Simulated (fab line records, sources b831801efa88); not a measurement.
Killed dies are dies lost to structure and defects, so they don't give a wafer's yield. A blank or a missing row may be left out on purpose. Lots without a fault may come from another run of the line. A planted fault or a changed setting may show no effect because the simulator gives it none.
fab line records | flow sky130
record lots=6 wafers=18 last_day=51
route steps=708 shown METAL3@536 CAPM@537
lots that met no fault: from a run of the same line without faults
start_h: hours from the record's first day to the start of the lot's first wafer shown | wait_h: hours since the lot's step before | " the same as in the row above | L1.1+2: a row that stands for several wafers | - no value, or no start given | * or withheld: withheld | < > ~ a bound
route shown NAME@n: a module of which the file shows steps, and the number in the route of the first | usual: mean/standard deviation of fault-free wafers | same: alike in all rows | chamber/n: place in a boat | sites: the reading at each site | _std_site: their standard deviation | _edge_site: outer sites' mean less inner sites' | radius_mm: how far each site lies from the wafer's centre | mask NAME#n: copy n | behind: the tool/chamber that last shaped the wafer | hold: why the lot was held/for how many hours/how that ended | device: the transistor (n, p or np) that didn't switch | end of line: the same wafers' tests at the end of the route | a step without rows: its recipe alone | killed: dies lost to structure and defects at the first sort, not the wafer's yield | map: a wafer's dies, x killed, . not, _ none there
set.NAME: the setting as run; set.NAME@STEP: as run at that earlier step | model.NAME: the simulator's own value behind a step, which no gauge read
lots at some steps of the route; a table a step, a row a wafer
services: from which hour (start_h, from the record's first day; less than 0 if before it) a tool's chamber was out of use, for how many hours, and why
## steps
# step SKY_METAL3_SPUTTER_04
# recipe material=TiN target_thk_nm=70 power_w=6500 time_s=58.3 chamber_pressure_pa=0.4
# usual chamber_pressure_pa=0.4000/0.00082 throttle_valve_pct=30.0/0.89
# columns lot.wafer tool chamber start_h wait_h chamber_pressure_pa throttle_valve_pct
L240.3 pvd_sputter-04 - 937.66 0.0 0.4014 29.8
L240.4 " - " " 0.3992 31.0
L240.6 " - " " 0.3997 30.5
L243.2 pvd_sputter-01 - 963.07 0.0 0.3999 30.1
L243.3 " - " " 0.3992 29.5
L243.4 " - " " 0.3984 30.3
L244.2 pvd_sputter-03 - 966.38 0.0 0.3993 30.2
L244.4 " - " " 0.3997 30.8
L244.6 " - " " 0.3995 27.6
L253.3 pvd_sputter-04 - 1031.38 0.0 0.3996 30.5
L253.4 " - " " 0.4011 31.1
L253.6 " - " " 0.3994 29.4
L252.1 pvd_sputter-01 - 1033.08 0.0 0.4004 30.2
L252.3 " - " " 0.3996 29.9
L252.6 " - " " 0.4007 30.6
L254.2 pvd_sputter-03 - 1036.93 0.0 0.3996 27.9
L254.3 " - " " 0.4011 30.2
L254.6 " - " " 0.3993 27.7
# step SKY_CAPM_CVD_00
# recipe material=SiO2 target_thk_nm=15.5 temp_c=400 time_s=withheld rf_w=450
# usual heater_power_w=688/100
# columns lot.wafer tool chamber start_h wait_h heater_power_w
L240.3 pecvd-03 2 937.71 0.0 742
L240.4 " 0 " " 605
L240.6 " 1 " " 562
L243.2 pecvd-01 0 963.12 0.0 727
L243.3 " 1 " " 882
L243.4 " 2 " " 528
L244.2 pecvd-03 0 966.43 0.0 679
L244.4 " 2 " " 667
L244.6 " 0 " " 677
L253.3 pecvd-02 1 1031.43 0.0 797
L253.4 " 0 " " 488
L253.6 " 2 " " 753
L252.1 pecvd-03 0 1033.13 0.0 593
L252.3 " 2 " " 766
L252.6 " 2 " " 774
L254.2 pecvd-03 1 1036.98 0.0 614
L254.3 " 0 " " 728
L254.6 " 1 " " 613
# step SKY_CAPM_THK_MEAS_01
# recipe reads=SiO2_of_CAPM_CVD_00
# usual CAPM_CVD_00_THK=15.47/0.23
# columns lot.wafer tool chamber start_h wait_h CAPM_CVD_00_THK[nm]
L240.3 film_metro-04 - 937.75 - 15.21
L240.4 " - " " 15.61
L240.6 " - " " 15.47
L243.2 film_metro-04 - 963.15 - 15.41
L243.3 " - " " 15.60
L243.4 " - " " 15.78
L244.2 film_metro-03 - 966.47 - 15.36
L244.4 " - " " 15.96
L244.6 " - " " 15.69
L253.3 film_metro-04 - 1031.47 - 14.94
L253.4 " - " " 15.30
L253.6 " - " " 15.25
L252.1 film_metro-01 - 1033.15 - 15.32
L252.3 " - " " 15.37
L252.6 " - " " 15.32
L254.2 film_metro-03 - 1037.01 - 15.25
L254.3 " - " " 15.29
L254.6 " - " " 15.26
# step SKY_CAPM_SPUTTER_02
# recipe material=TiN target_thk_nm=200 temp_c=300 power_w=6323 time_s=166.7 chamber_pressure_pa=0.4
# usual chamber_pressure_pa=0.4000/0.0008 throttle_valve_pct=30.4/0.98
# columns lot.wafer tool chamber start_h wait_h chamber_pressure_pa throttle_valve_pct
L240.3 pvd_sputter-03 - 937.79 0.0 0.4011 29.9
L240.4 " - " " 0.3995 30.7
L240.6 " - " " 0.4003 30.6
L243.2 pvd_sputter-03 - 963.20 0.0 0.4003 27.9
L243.3 " - " " 0.3991 30.6
L243.4 " - " " 0.3978 29.9
L244.2 pvd_sputter-01 - 966.52 0.0 0.3999 30.6
L244.4 " - " " 0.4009 29.6
L244.6 " - " " 0.3999 30.0
L253.3 pvd_sputter-01 - 1031.51 0.0 0.3998 30.1
L253.4 " - " " 0.4003 29.7
L253.6 " - " " 0.4004 29.3
L252.1 pvd_sputter-02 - 1033.21 0.1 0.3991 31.0
L252.3 " - " " 0.3989 29.4
L252.6 " - " " 0.3985 29.2
L254.2 pvd_sputter-01 - 1037.06 0.0 0.4001 30.1
L254.3 " - " " 0.3995 30.3
L254.6 " - " " 0.3999 30.1
# step SKY_CAPM_RS_MEAS_03
# recipe thk_meas_gauge=four-point-probe reads=TiN_of_CAPM_SPUTTER_02
# usual CAPM_TIN_RS=7.08/0.091
# columns lot.wafer tool chamber start_h wait_h CAPM_TIN_RS[ohm/sq]
L240.3 film_metro-01 - 937.94 0.1 7.00
L240.4 " - " " 6.94
L240.6 " - " " 7.14
L243.2 film_metro-01 - 963.33 0.1 7.13
L243.3 " - " " 7.27
L243.4 " - " " 7.09
L244.2 film_metro-03 - 966.65 0.1 7.02
L244.4 " - " " 7.12
L244.6 " - " " 7.12
L253.3 film_metro-04 - 1031.66 0.1 7.10
L253.4 " - " " 7.19
L253.6 " - " " 7.11
L252.1 film_metro-01 - 1033.32 0.1 7.08
L252.3 " - " " 7.14
L252.6 " - " " 7.12
L254.2 film_metro-04 - 1037.19 0.1 7.25
L254.3 " - " " 7.18
L254.6 " - " " 7.18
# step SKY_CAPM_THK_MEAS_04
# recipe thk_meas_gauge=xrf reads=TiN_of_CAPM_SPUTTER_02
# usual CAPM_TIN_THK=193.6/2.6
# columns lot.wafer tool chamber start_h wait_h CAPM_TIN_THK[nm]
L240.3 film_metro-01 - 938.04 0.1 195.5
L240.4 " - " " 197.0
L240.6 " - " " 192.6
L243.2 film_metro-01 - 963.44 0.1 191.9
L243.3 " - " " 188.5
L243.4 " - " " 192.7
L244.2 film_metro-03 - 966.76 0.1 194.6
L244.4 " - " " 192.5
L244.6 " - " " 192.2
L253.3 film_metro-04 - 1031.76 0.1 193.2
L253.4 " - " " 191.4
L253.6 " - " " 192.8
L252.1 film_metro-01 - 1033.44 0.1 192.5
L252.3 " - " " 190.8
L252.6 " - " " 191.2
L254.2 film_metro-04 - 1037.30 0.1 190.0
L254.3 " - " " 190.9
L254.6 " - " " 191.7
# step SKY_CAPM_DEHYDRATE_05
# recipe temp_c=200 time_s=60
# step SKY_CAPM_HMDS_06
# recipe prime_time_s=60 prime_temp_c=120
# step SKY_CAPM_COAT_07
# recipe resist=NOVOLAK spin_rpm=3000 resist_thk_nm=1140
# step SKY_CAPM_SOFTBAKE_08
# recipe temp_c=90 time_s=60 resist=NOVOLAK
# step SKY_CAPM_EXPOSE_09
# recipe mask_id=CAPM na=0.6 source_shape=conventional sigma_outer=0.6 polarization=unpolarized target_cd_nm=1000 dose_mj=159
# step SKY_CAPM_PEB_10
# recipe temp_c=withheld time_s=* resist=NOVOLAK
# step SKY_CAPM_DEVELOP_11
# recipe resist=NOVOLAK developer=TMAH develop_time_s=60 dev_temp_c=23
# usual chill_plate_temp_C=22.99/0.1 develop_time_s=60/0
# columns lot.wafer tool chamber start_h wait_h chill_plate_temp_C develop_time_s
L240.3 litho_track-01 0 964.95 0.1 22.96 60
L240.4 " 0 " " 23.04 60
L240.6 " 0 " " 22.94 60
L243.2 litho_track-01 - 988.83 0.1 - -
L243.3 " - " " - -
L243.4 " - " " - -
L244.2 litho_track-03 - 992.22 0.1 - -
L244.4 " - " " - -
L244.6 " - " " - -
L253.3 litho_track-01 0 1054.40 0.1 23.17 60
L253.4 " 0 " " 23.09 60
L253.6 " 0 " " 23.15 60
L252.1 litho_track-01 0 1056.55 0.1 23.19 60
L252.3 " 0 " " 23.26 60
L252.6 " 0 " " 23.16 60
L254.2 litho_track-03 0 1060.22 0.1 23.03 60
L254.3 " 0 " " 23.06 60
L254.6 " 0 " " 22.82 60
# step SKY_CAPM_OVL_MEAS_12
# usual CAPM_OVL=0.8/1.4
# columns lot.wafer tool chamber start_h wait_h CAPM_OVL[nm]
L240.3 overlay-02 - 965.06 0.1 1.1
L240.4 " - " " 0.2
L240.6 " - " " 1.4
L243.2 overlay-02 - 988.96 0.1 -
L243.3 " - " " -
L243.4 " - " " -
L244.2 overlay-02 - 992.35 0.1 -
L244.4 " - " " -
L244.6 " - " " -
L253.3 overlay-01 - 1054.51 0.1 0.8
L253.4 " - " " 0.5
L253.6 " - " " 2.4
L252.1 overlay-01 - 1056.70 0.1 1.4
L252.3 " - " " -0.5
L252.6 " - " " 2.9
L254.2 overlay-01 - 1060.35 0.1 0.5
L254.3 " - " " -1.6
L254.6 " - " " -0.1
## services
# columns tool chamber start_h hours kind
pvd_sputter-04 - 951.74 1.5 repair
pecvd-03 2 952.77 7.9 repair
pecvd-03 1 962.27 7.1 repair
pecvd-03 0 976.33 7.3 repair
pvd_sputter-03 - 995.65 5.8 repair
pecvd-01 1 999.38 - clean
pecvd-01 1 999.38 - consumable_replace:showerhead
pecvd-01 1 999.38 29.0 scheduled_down
pecvd-01 1 999.38 29.0 vent_cycle
pvd_sputter-03 - 1008.55 3.4 repair
pvd_sputter-01 - 1011.13 2.7 repair
pecvd-02 2 1012.87 2.1 scheduled_down
pvd_sputter-04 - 1024.35 2.1 repair
## key
first_sign step=SKY_CAPM_DEVELOP_11 reading=tool_record direction=missing
effect none on later readings
met_at SKY_CAPM_DEVELOP_11
struck_wafers L243.2,L243.3,L243.4,L244.2,L244.4,L244.6
later_rows_left_out L243.2,L243.3,L243.4,L244.2,L244.4,L244.6
sort_left_out L243.2,L243.3,L243.4,L244.2,L244.4,L244.6
onset_between 964.95 988.83
fault kind=skipped_step_whole tool=litho_track-01,litho_track-03 chamber=- onset_h=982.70 steps=SKY_CAPM_DEVELOP_11 scope=struck_lots_only
# sort_left_out: the simulated sort isn't trusted on such a fault, so these wafers' sort isn't shown, and their yield isn't known
# later_rows_left_out: the simulator's readings of these wafers behind a module that went badly wrong aren't trusted and aren't shown, but for the sort
